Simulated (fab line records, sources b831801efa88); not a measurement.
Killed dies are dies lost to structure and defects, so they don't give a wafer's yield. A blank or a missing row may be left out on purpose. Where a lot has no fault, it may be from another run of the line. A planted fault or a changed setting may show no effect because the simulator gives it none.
What tool caused it? ; flow sfq-line ; Sampling: 14 lots, 42 wafers, 2 of 325 route steps

## WHAT EACH GAUGE READ, for each wafer
SFQ_M5_OVL_MEAS_932. Usual: M5_OVL typically reads 0 nm, with standard deviation 5.2.
lot;measured;on;M5_OVL (nm);flag
L430;day 45 01:27;overlay-01;1 5 -3;
L431;day 45 12:16;overlay-02;-6 -8 -6;
L433;day 46 05:03;overlay-02;6 7 10;
L434;day 47 08:40;overlay-01;0 -9 -6;
L435;day 47 18:15;overlay-02;-1 2 0;
L437;day 48 17:04;overlay-01;0 3 11;
L438;day 49 00:16;overlay-01;-1 7 1;
L439;day 49 12:15;overlay-01;7 4 0;
L443;day 50 07:28;overlay-01;-3 -7 -6;
L448;day 51 20:33;overlay-02;-4 -1 -6;
L449;day 52 10:00;overlay-01;4 2 12;
L450;day 52 17:12;overlay-01;1 4 3;
L451;day 52 18:24;overlay-01;-7 -2 -3;
L453;day 53 04:01;overlay-02;3 2 -1;

SFQ_M6_RS_MEAS_938: measures by four-point-probe. Usual: M6_NB_RS typically reads 0.890 ohm/sq, with standard deviation 0.011.
lot;measured;on;M6_NB_RS (ohm/sq);flag
L430;day 55 01:38;film-metro-04;0.905 0.903 0.893;
L431;day 55 13:39;film-metro-03;0.889 0.900 0.906;
L433;day 56 06:38;film-metro-01;0.885 0.887 0.898;
L434;day 57 00:01;film-metro-03;0.885 0.897 0.886;
L435;day 57 07:21;film-metro-04;0.913 0.893 0.890;
L437;day 58 12:38;film-metro-03;0.894 0.891 0.895;
L438;day 58 19:37;film-metro-04;0.890 0.895 0.876;
L439;day 59 02:48;film-metro-03;0.894 0.895 0.899;
L443;day 60 00:12;film-metro-03;0.883 0.886 0.889;
L448;day 61 06:20;film-metro-03;0.868 0.865 0.877;
L449;day 61 17:09;film-metro-01;0.907 0.908 0.904;
L450;day 61 21:56;film-metro-04;0.894 0.894 0.883;
L451;day 61 23:44;film-metro-04;0.887 0.887 0.884;
L453;day 62 12:58;film-metro-01;0.886 0.893 0.898;

## EACH LOT AND THE TOOL THAT RAN IT (in order: tool; ch and the chambers of the sampled wafers; start)
There is no process step in the record ahead of these readings.

## WHAT THE TOOLS THEMSELVES READ (means of the sampled wafers that have a number; where no wafer has one, the mark that the record gives instead)
The record holds no such reading with a usual standard deviation.

## THE ANSWER, worked out from the rows above alone
Rule: a lot is off if the mean of its wafers that have a number lies more than 3 standard deviations from the usual mean. Also off: a lot with no number at a reading for which 4 or more lots have one. The other lots that the step has rows for count as sound. After the gauges, taken in route order, come the tools' own readings; for these a lot's mean is taken, as printed above. The first step at which some lot is off is used, and at that step the reading that is off furthest; a lot without a number counts as furthest.
None of the lots is off at any reading shown; this tells nothing.

## WHAT WAS PUT IN BY THE SIMULATOR
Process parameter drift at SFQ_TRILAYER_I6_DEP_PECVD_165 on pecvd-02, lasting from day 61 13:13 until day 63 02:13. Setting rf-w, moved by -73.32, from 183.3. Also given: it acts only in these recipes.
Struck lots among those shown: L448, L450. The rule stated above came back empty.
